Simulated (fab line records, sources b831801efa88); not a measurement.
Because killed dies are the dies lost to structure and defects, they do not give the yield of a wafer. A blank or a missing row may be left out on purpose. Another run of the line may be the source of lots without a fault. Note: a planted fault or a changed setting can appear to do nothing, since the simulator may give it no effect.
Which tool did it?	flow gf180mcu	11 lots (32 wafers sampled), 1 step of a 602-step route

## WHAT EACH GAUGE READ, for each wafer
GF_STI_THK_MEAS_02. Usual: STI_OXIDATION_THK typically reads 9.97 nm, with standard deviation 0.2.
lot	measured	on	STI_OXIDATION_THK (nm)	flag
L738	day 1 12:31	film_metro-01	9.94 9.86 9.65	
L739	day 1 19:05	film_metro-03	9.80 9.80 9.84	
L741	day 2 02:31	film_metro-03	10.06 9.97 9.99	
L747	day 3 11:11	film_metro-03	9.56 9.72	
L753	day 4 14:31	film_metro-03	9.77 9.55 9.71	
L754	day 4 19:53	film_metro-03	9.91 9.98 10.09	
L756	day 5 06:32	film_metro-03	10.06 10.03 10.39	
L758	day 5 16:52	film_metro-03	10.07 10.09 10.03	
L759	day 5 20:31	film_metro-04	9.85 9.89 10.12	
L760	day 6 01:31	film_metro-03	10.01 10.38 10.27	
L761	day 6 06:32	film_metro-01	9.74 9.58 9.93	

## TOOL THAT RAN EACH LOT (tool first, then ch and the chambers of the sampled wafers, then the start)
The record holds no process step before these readings.

## AS READ BY THE TOOLS THEMSELVES (means over the sampled wafers that have a number; for cases with no such wafer, the mark the record gives instead)
The record holds no such reading with a usual standard deviation.

## THE ANSWER, worked out from the rows above alone
Rule: take the mean of a lot's wafers that have a number; if it is more than 3 standard deviations from the usual mean, the lot is off. Also off: a lot with no number at a reading for which 4 or more lots have one. Where the step has rows for the other lots, those lots are counted as sound. Order of review: gauges by route order, followed by the tools' own readings, for which a lot's mean as printed above is used. At the first step where some lot is off, the reading lying furthest off is the one used; lots without a number count as furthest.
No lot is off at any reading shown: from this, nothing can be told.

## WHAT THE SIMULATOR PUT IN
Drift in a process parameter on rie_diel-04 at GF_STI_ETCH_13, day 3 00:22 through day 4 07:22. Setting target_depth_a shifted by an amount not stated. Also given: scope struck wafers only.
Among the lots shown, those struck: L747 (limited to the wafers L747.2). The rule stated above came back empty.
